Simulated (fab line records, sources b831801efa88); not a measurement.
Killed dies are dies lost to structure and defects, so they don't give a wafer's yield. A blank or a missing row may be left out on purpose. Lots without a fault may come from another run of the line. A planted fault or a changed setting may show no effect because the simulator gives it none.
One fault seen from 2 desks | flow gf180mcu | each desk has only its own numbers; what lay behind them comes last

THE TOOL OWNER'S DESK: litho_track-01
The tool's own readings at GF_PSD_DEVELOP_06 (develop time 60 s): means of the sampled wafers that have a number, for each lot that ran on this tool. A lot is out of limits, marked OUT, if its mean lies more than 4 standard deviations from the usual mean; the brackets give that distance.
Columns: A = chill_plate_temp_C at GF_PSD_DEVELOP_06, usual 23.01 C
lot  | first seen here | A
L633 | day 14 04:31    | 22.98
L636 | day 15 01:52    | 23.09
L637 | day 15 16:38    | 23.10
L641 | day 17 06:40    | 23.00
L643 | day 17 19:13    | 22.85
L647 | day 19 00:25    | 22.91
L648 | day 19 22:41    | 22.91
L649 | day 20 01:57    | 23.04
This desk's finding: nothing out of limits on any of the 8 lots.

THE METROLOGY DESK
What the gauges read, lot by lot, whatever tool the lot ran on: means of the sampled wafers that have a number. A lot is out of limits, marked OUT, if its mean lies more than 4 standard deviations from the usual mean; the brackets give that distance.
Columns: A = HV_LDD_02_OVL at GF_HV_LDD_OVL_MEAS_32, usual -1.2 nm; B = NSD_TW at GF_NSD_TW_MEAS_12, usual 4264; C = cd_nm at GF_PSD_CD_MEAS_07, usual 400.1 nm
lot  | first seen here | A    | B    | C
L633 | day 11 12:03    | 0.8  | 4301 | 403.5
L634 | day 11 21:11    | -2.1 | 4321 | 398.8
L635 | day 12 04:44    | -0.7 | 4304 | 396.6
L636 | day 12 09:05    | -0.6 | 4179 | 399.0
L637 | day 12 21:02    | -2.4 | 4238 | 398.6
L638 | day 13 03:23    | -1.3 | 4261 | 397.1
L639 | day 13 11:02    | -1.7 | 4173 | 398.2
L641 | day 14 07:32    | 0.4  | 4235 | 404.6
L642 | day 14 11:20    | -1.2 | 4362 | 397.7
L643 | day 14 20:35    | -3.2 | 4248 | 399.2
L647 | day 15 22:26    | -0.6 | 4349 | 413.8 (+5.2) OUT
L648 | day 16 17:35    | -2.7 | 4268 | 410.7 (+4.1) OUT
L649 | day 16 21:03    | -4.5 | 4172 | 412.4 (+4.7) OUT
L653 | day 18 00:56    | -3.6 | 4316 | 401.9
This desk's finding: out of limits on L647, L648, L649; first on L647, day 19 00:34 (cd_nm at GF_PSD_CD_MEAS_07). In limits: L633, L634, L635, L636, L637, L638, L639, L641, L642, L643, L653.

PUT TOGETHER
The metrology desk could have raised an alarm at day 19 00:34, on L647, L648, L649.
The tool owner's desk saw nothing out of limits.
The tool owner's desk has L647, L648, L649 on record, within its limits.
Of the lots named, all ran GF_PSD_DEVELOP_06 on litho_track-01.

WHAT THE SIMULATOR HAD PUT IN
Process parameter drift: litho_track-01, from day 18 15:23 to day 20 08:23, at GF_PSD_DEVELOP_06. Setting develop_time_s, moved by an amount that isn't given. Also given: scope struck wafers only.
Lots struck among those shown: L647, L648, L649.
Hours from the fault's start to each desk's first reading out of limits: the metrology desk, 9.
